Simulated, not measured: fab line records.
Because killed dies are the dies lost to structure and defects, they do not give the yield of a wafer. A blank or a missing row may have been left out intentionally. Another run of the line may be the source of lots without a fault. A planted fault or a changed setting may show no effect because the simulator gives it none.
What tool caused it? ; flow gf180mcu ; 30 wafers from 10 lots sampled at 5 of the route's 602 steps

## WHAT EACH GAUGE READ, for each wafer
GF_M4_THK_MEAS_06: measures by xrf. Usual: M4_ALCU_THK gives 451 nm (standard deviation 6.6).
lot;measured;on;M4_ALCU_THK (nm);flag
L141;day 23 07:22;film_metro-03;449 457 449;
L144;day 24 07:09;film_metro-03;455 447 457;
L146;day 24 22:43;film_metro-01;445 442 454;
L150;day 26 15:30;film_metro-03;465 454 456;
L151;day 26 19:14;film_metro-03;450 455 443;
L153;day 27 05:31;film_metro-04;455 450 455;
L155;day 28 00:37;film_metro-04;434 448 445;
L157;day 28 10:19;film_metro-04;456 452 451;
L158;day 28 16:45;film_metro-01;450 465 462;
L161;day 29 11:16;film_metro-03;449 450 455;

GF_V4_RS_MEAS_24: the measuring method here is four-point-probe. Usual: V4_W_RS gives 0.327 ohm/sq (standard deviation 0.0046).
lot;measured;on;V4_W_RS (ohm/sq);flag
L141;day 25 06:10;film_metro-03;0.325 0.328 0.329;
L144;day 26 04:01;film_metro-03;0.319 0.320 0.324;
L146;day 26 19:11;film_metro-02;0.322 0.327 0.327;
L150;day 28 10:14;film_metro-03;0.320 0.321 0.324;
L151;day 28 12:34;film_metro-03;0.321 0.494 0.494 0.322 0.495 0.493;OFF
L153;day 28 22:26;film_metro-03;0.323 0.323 0.491 0.323 0.324 0.491;OFF
L155;day 29 16:53;film_metro-04;0.329 0.334 0.330;
L157;day 30 02:16;film_metro-04;0.330 0.331 0.328;
L158;day 30 08:41;film_metro-04;0.334 0.330 0.332;
L161;day 31 01:34;film_metro-02;0.329 0.328 0.327;

GF_V4_THK_MEAS_25: measures by xrf. Usual: V4_W_THK gives 339 nm (standard deviation 5.2).
lot;measured;on;V4_W_THK (nm);flag
L141;day 25 06:17;film_metro-03;341 337 338;
L144;day 26 04:08;film_metro-03;351 348 344;
L146;day 26 19:17;film_metro-02;345 340 339;
L150;day 28 10:21;film_metro-03;346 346 344;
L151;day 28 14:13;film_metro-03;345 227 228 344 226 227;OFF
L153;day 29 01:14;film_metro-03;342 342 228 340 343 229;OFF
L155;day 29 17:01;film_metro-04;335 331 334;
L157;day 30 02:23;film_metro-04;336 333 336;
L158;day 30 08:48;film_metro-04;330 334 335;
L161;day 31 01:40;film_metro-02;335 336 337;

## EACH LOT AND THE TOOL THAT RAN IT (in order: tool; ch and the chambers of the sampled wafers; start)
lot;GF_M3_STRIP_17;GF_V4_CVD_23
L141;plasma_asher-04 ch 0,1, day 22 05:25;cvd_w-02 ch 0,1, day 25 06:03
L144;plasma_asher-03 ch 0,1, day 23 05:26;cvd_w-01 ch 0,1, day 26 03:54
L146;plasma_asher-03 ch 0,1, day 23 21:55;cvd_w-01 ch 0,1, day 26 19:05
L150;plasma_asher-04 ch 0,1, day 25 14:53;cvd_w-01 ch 0,1, day 28 10:07
L151;plasma_asher-04 ch 0,1, day 25 19:11;cvd_w-01 ch 0,1, day 28 12:25
L153;plasma_asher-03 ch 0,1, day 26 06:01;cvd_w-01 ch 0,1, day 28 22:19
L155;plasma_asher-01 ch 0,1, day 27 01:47;cvd_w-02 ch 0,1, day 29 16:47
L157;plasma_asher-01 ch 0,1, day 27 11:57;cvd_w-02 ch 0,1, day 30 02:09
L158;plasma_asher-03 ch 0,1, day 27 18:31;cvd_w-02 ch 0, day 30 08:27
L161;plasma_asher-03 ch 0,1, day 28 13:04;cvd_w-02 ch 0,1, day 31 01:27
- GF_M3_STRIP_17: strips in O2/N2.
- GF_V4_CVD_23: deposits W, target thk 350 nm, time 104.9 s.

## AS READ BY THE TOOLS THEMSELVES (means over the sampled wafers that have a number; for cases with no such wafer, the mark the record gives instead)
GF_M3_STRIP_17. Usual: drypump_motor_current_A 5.8 A, standard deviation 0.41; heater_power_w 313 W, standard deviation 22; oes_product_au 0.538 a.u., standard deviation 0.0053; strip_time_to_endpoint_s 7.42 s, standard deviation 0.071.
lot;tool;drypump_motor_current_A (A);heater_power_w (W);oes_product_au (a.u.);strip_time_to_endpoint_s (s);flag
L141;plasma_asher-04;5.8;323;0.535;7.32;
L144;plasma_asher-03;5.9;313;0.536;7.35;
L146;plasma_asher-03;5.9;320;0.532;7.34;
L150;plasma_asher-04;5.3;312;0.540;7.45;
L151;plasma_asher-04;5.8;318;0.538;7.42;
L153;plasma_asher-03;5.9;314;0.540;7.42;
L155;plasma_asher-01;5.9;291;0.537;7.45;
L157;plasma_asher-01;5.9;320;0.541;7.43;
L158;plasma_asher-03;5.9;315;0.539;7.39;
L161;plasma_asher-03;5.9;311;0.535;7.39;

GF_V4_CVD_23. Usual: heater_power_outer_w 562 W, standard deviation 50; heater_power_w 894 W, standard deviation 71.
lot;tool;heater_power_outer_w (W);heater_power_w (W);flag
L141;cvd_w-02;604;959;
L144;cvd_w-01;512;827;
L146;cvd_w-01;526;837;
L150;cvd_w-01;505;829;
L151;cvd_w-01;515;843;
L153;cvd_w-01;522;868;
L155;cvd_w-02;613;963;
L157;cvd_w-02;581;916;
L158;cvd_w-02;566;882;
L161;cvd_w-02;623;962;

## THE ANSWER, worked out from the rows above alone
Rule: lot off if the mean of its wafers having a number is beyond 3 standard deviations from the usual mean. A lot without any number at a reading at which 4 lots or more have one is off too. Any other lot the step has rows for is counted as sound. The gauges are gone through in route order, then the tools' own readings, and for those a lot's mean is taken as printed above. The first step at which some lot is off is used, and at that step the reading that is off furthest; a lot without a number counts as furthest.
Off: L151, L153, at GF_V4_RS_MEAS_24 (V4_W_RS).
A tool fits if, at a process step before that reading, it ran every lot that is off, and no sound lot after the first of them. Those tools and the gauges at GF_V4_RS_MEAS_24 are tried in the same way. 2 tools fit, cvd_w-01 at GF_V4_CVD_23 and film_metro-03 at GF_V4_RS_MEAS_24, so this cannot tell which one it is.

## WHAT THE SIMULATOR HAD PUT IN
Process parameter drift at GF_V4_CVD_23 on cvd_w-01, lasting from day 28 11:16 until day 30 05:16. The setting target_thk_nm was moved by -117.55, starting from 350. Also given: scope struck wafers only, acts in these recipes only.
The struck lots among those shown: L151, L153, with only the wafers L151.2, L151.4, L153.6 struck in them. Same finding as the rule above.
